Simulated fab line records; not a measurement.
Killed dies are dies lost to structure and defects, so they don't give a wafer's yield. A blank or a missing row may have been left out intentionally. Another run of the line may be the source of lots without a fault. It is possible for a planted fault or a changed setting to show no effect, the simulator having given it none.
Which tool was responsible? ; flow sky130 ; Sampling: 13 lots, 39 wafers, 5 of 708 route steps

== WHAT EACH GAUGE READ, for each wafer ==
SKY_FIELD_ISO_THK_MEAS_04. Usual: FIELD_ISO_CVD_03_THK typically reads 164.3 nm, with standard deviation 1.3.
lot;measured;on;FIELD_ISO_CVD_03_THK (nm);flag
L260;day 1 14:50;film_metro-03;163.6 161.6 160.9;
L261;day 1 19:08;film_metro-04;166.1 165.4 164.2;
L262;day 2 04:46;film_metro-04;165.1 164.3 164.2;
L263;day 2 04:47;film_metro-03;163.6 163.4 164.9;
L264;day 2 17:46;film_metro-04;162.4 161.6 162.6;
L267;day 3 03:07;film_metro-04;166.6 166.1 166.0;
L269;day 3 11:43;film_metro-02;164.5 163.1 163.6;
L270;day 3 21:19;film_metro-02;164.0 164.9 163.9;
L273;day 4 10:28;film_metro-04;165.6 164.6 164.8;
L274;day 4 17:11;film_metro-03;163.5 163.9 165.4;
L275;day 4 17:11;film_metro-04;164.1 165.0 165.0;
L277;day 5 06:37;film_metro-04;164.0 164.0 163.1;
L283;day 6 08:29;film_metro-02;161.9 162.8 162.9;

SKY_NWELL_OVL_MEAS_10. Usual: NWELL_00_OVL typically reads 0.2 nm, with standard deviation 1.5.
lot;measured;on;NWELL_00_OVL (nm);flag
L260;day 5 01:53;overlay-02;-1.7 -0.7 0.7;
L261;day 5 13:43;overlay-01;-2.1 -2.7 -1.7;
L262;day 5 14:04;overlay-02;2.1 0.4 -1.0;
L263;day 5 14:42;overlay-02;-1.4 -0.6 -2.6;
L264;day 6 02:13;overlay-02;0.9 -0.9 1.2;
L267;day 6 15:13;overlay-01;-0.4 2.2 -1.5;
L269;day 7 02:30;overlay-01;0.6 0.4 0.9;
L270;day 7 20:49;overlay-01;3.2 1.5 1.0;
L273;day 8 04:50;overlay-01;0.6 0.2 0.3;
L274;day 8 08:17;overlay-01;1.8 2.0 3.2;
L275;day 8 09:01;overlay-02;0.6 1.2 0.9;
L277;day 8 17:20;overlay-02;1.2 1.1 -1.4;
L283;day 10 07:19;overlay-01;0.7 1.0 -1.1;

SKY_VT_ADJUST_LVTN_TW_MEAS_10. Usual: VT_ADJUST_LVTN_TW typically reads 237.2, with standard deviation 1.2.
lot;measured;on;VT_ADJUST_LVTN_TW;flag
L260;day 7 08:16;film_metro-01;237.9 236.8 236.0;
L261;day 7 23:12;film_metro-02;235.5 236.1 236.5;
L262;day 8 00:28;film_metro-01;236.3 237.9 236.4;
L263;day 8 01:23;film_metro-01;237.8 237.7 237.4;
L264;day 8 14:34;film_metro-03;239.3 237.0 238.7;
L267;day 9 04:56;film_metro-02;236.6 235.2 235.7;
L269;day 9 17:07;film_metro-01;237.7 236.6 237.1;
L270;day 10 13:55;film_metro-02;235.6 236.3 236.7;
L273;day 10 23:51;film_metro-03;237.3 238.6 239.0;
L274;day 11 04:23;film_metro-03;237.9 236.0 237.4;
L275;day 11 05:16;film_metro-03;230.1 238.5 238.2;
L277;day 11 14:27;film_metro-02;235.2 236.0 234.7;
L283;day 13 09:03;film_metro-02;235.9 235.9 236.0;

== EACH LOT AND THE TOOL THAT RAN IT (in order: tool; ch and the chambers of the sampled wafers; start) ==
lot;SKY_FIELD_ISO_STRIP_16;SKY_VT_ADJUST_LVTN_IMPLANT_08
L260;plasma_asher-04 ch 0,1, day 2 05:03;implanter-03 ch 0, day 7 08:01
L261;plasma_asher-04 ch 0,1, day 2 09:38;implanter-01 ch 0, day 7 22:57
L262;plasma_asher-01 ch 0,1, day 2 18:42;implanter-01 ch 0, day 8 00:13
L263;plasma_asher-02 ch 0,1, day 2 18:28;implanter-02 ch 0, day 8 01:10
L264;plasma_asher-04 ch 0,1, day 3 08:08;implanter-03 ch 0, day 8 14:20
L267;plasma_asher-04 ch 0,1, day 3 17:23;implanter-03 ch 0, day 9 04:42
L269;plasma_asher-04 ch 0,1, day 4 02:11;implanter-01 ch 0, day 9 16:54
L270;plasma_asher-04 ch 0,1, day 4 13:39;implanter-03 ch 0, day 10 13:40
L273;plasma_asher-02 ch 0,1, day 5 02:39;implanter-02 ch 0, day 10 23:36
L274;plasma_asher-01 ch 0,1, day 5 08:54;implanter-01 ch 0, day 11 04:09
L275;plasma_asher-01 ch 0,1, day 5 09:23;implanter-03 ch 0, day 11 05:01
L277;plasma_asher-01 ch 0,1, day 5 22:53;implanter-01 ch 0, day 11 14:12
L283;plasma_asher-02 ch 0,1, day 7 04:18;implanter-02 ch 0, day 13 08:48
- SKY_FIELD_ISO_STRIP_16: strips in O2/N2.
- SKY_VT_ADJUST_LVTN_IMPLANT_08

== WHAT THE TOOLS THEMSELVES READ (means of the sampled wafers that have a number; where no wafer has one, the mark that the record gives instead) ==
SKY_FIELD_ISO_STRIP_16. Usual: drypump_motor_current_A 5.6 A, standard deviation 0.36; oes_product_au 0.378 a.u., standard deviation 0.0048; strip_time_to_endpoint_s 3.560 s, standard deviation 0.024.
lot;tool;drypump_motor_current_A (A);oes_product_au (a.u.);strip_time_to_endpoint_s (s);flag
L260;plasma_asher-04;5.5;0.379;3.555;
L261;plasma_asher-04;5.7;0.376;3.568;
L262;plasma_asher-01;5.3;0.376;3.573;
L263;plasma_asher-02;6.1;0.380;3.560;
L264;plasma_asher-04;5.7;0.381;3.559;
L267;plasma_asher-04;5.5;0.382;3.569;
L269;plasma_asher-04;5.5;0.385;3.568;
L270;plasma_asher-04;5.5;0.374;3.534;
L273;plasma_asher-02;6.1;0.379;3.539;
L274;plasma_asher-01;5.3;0.383;3.579;
L275;plasma_asher-01;5.3;0.374;3.532;
L277;plasma_asher-01;5.3;0.384;3.547;
L283;plasma_asher-02;5.7;0.377;3.581;

== THE ANSWER, worked out from the rows above alone ==
Rule: lot off if the mean of its wafers having a number is beyond 3 standard deviations from the usual mean. Also off: a lot with no number at a reading for which 4 or more lots have one. All remaining lots with rows at the step are treated as sound. The gauges are gone through in route order, then the tools' own readings, and for those a lot's mean is taken as printed above. The first step at which some lot is off is used, and at that step the reading that is off furthest; a lot without a number counts as furthest.
No lot is off at any reading shown: from this, nothing can be told.

== WHAT HAD BEEN PUT IN BY THE SIMULATOR ==
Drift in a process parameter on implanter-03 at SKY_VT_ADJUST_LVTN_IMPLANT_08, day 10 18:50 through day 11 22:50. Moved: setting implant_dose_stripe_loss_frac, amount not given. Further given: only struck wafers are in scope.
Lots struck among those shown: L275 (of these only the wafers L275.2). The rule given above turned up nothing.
